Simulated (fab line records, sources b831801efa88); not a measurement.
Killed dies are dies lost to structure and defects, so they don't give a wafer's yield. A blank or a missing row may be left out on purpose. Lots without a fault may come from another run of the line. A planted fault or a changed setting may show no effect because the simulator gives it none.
One fault seen from 2 desks | flow gf180mcu | each desk has only its own numbers; what lay behind them comes last

THE TOOL OWNER'S DESK: pvd_sputter-03
The tool's own readings at GF_V5_SPUTTER_22 (material TiN, target thk 10 nm, time 40 s): means of the sampled wafers that have a number, for each lot that ran on this tool. A lot is out of limits, marked OUT, if its mean lies more than 4 standard deviations from the usual mean; the brackets give that distance.
Columns: A = throttle_valve_pct at GF_V5_SPUTTER_22, usual 29.8 %
lot  | first seen here | A
L183 | day 30 01:54    | 30.0
L185 | day 30 13:38    | 29.8
L187 | day 30 23:10    | 29.8
L193 | day 32 13:37    | 29.7
L195 | day 33 01:07    | 30.0
L197 | day 33 11:51    | 30.0
This desk's finding: nothing out of limits on any of the 6 lots.

THE METROLOGY DESK
What the gauges read, lot by lot, whatever tool the lot ran on: means of the sampled wafers that have a number. A lot is out of limits, marked OUT, if its mean lies more than 4 standard deviations from the usual mean; the brackets give that distance.
Columns: A = V5_CVD_00_THK at GF_V5_THK_MEAS_01, usual 297 nm; B = V5_BOW at GF_V5_BOW_MEAS_05, usual 131 um
lot  | first seen here | A   | B
L175 | day 26 09:37    | 299 | 132
L176 | day 26 16:25    | 300 | 147
L178 | day 27 09:14    | 295 | 119
L180 | day 28 04:20    | 300 | 131
L181 | day 28 13:37    | 294 | 123
L183 | day 29 05:26    | 299 | 133
L184 | day 29 16:04    | 299 | 127
L185 | day 29 18:14    | 299 | 131
L187 | day 30 03:46    | 294 | 131
L188 | day 30 17:05    | 299 | 122
L189 | day 30 21:05    | 297 | 135
L193 | day 31 19:52    | 297 | 124
L195 | day 32 07:47    | 300 | 141
L197 | day 32 18:02    | 300 | 133
This desk's finding: nothing out of limits on any of the 14 lots.

PUT TOGETHER
The tool owner's desk saw nothing out of limits.
The metrology desk saw nothing out of limits.

WHAT THE SIMULATOR HAD PUT IN
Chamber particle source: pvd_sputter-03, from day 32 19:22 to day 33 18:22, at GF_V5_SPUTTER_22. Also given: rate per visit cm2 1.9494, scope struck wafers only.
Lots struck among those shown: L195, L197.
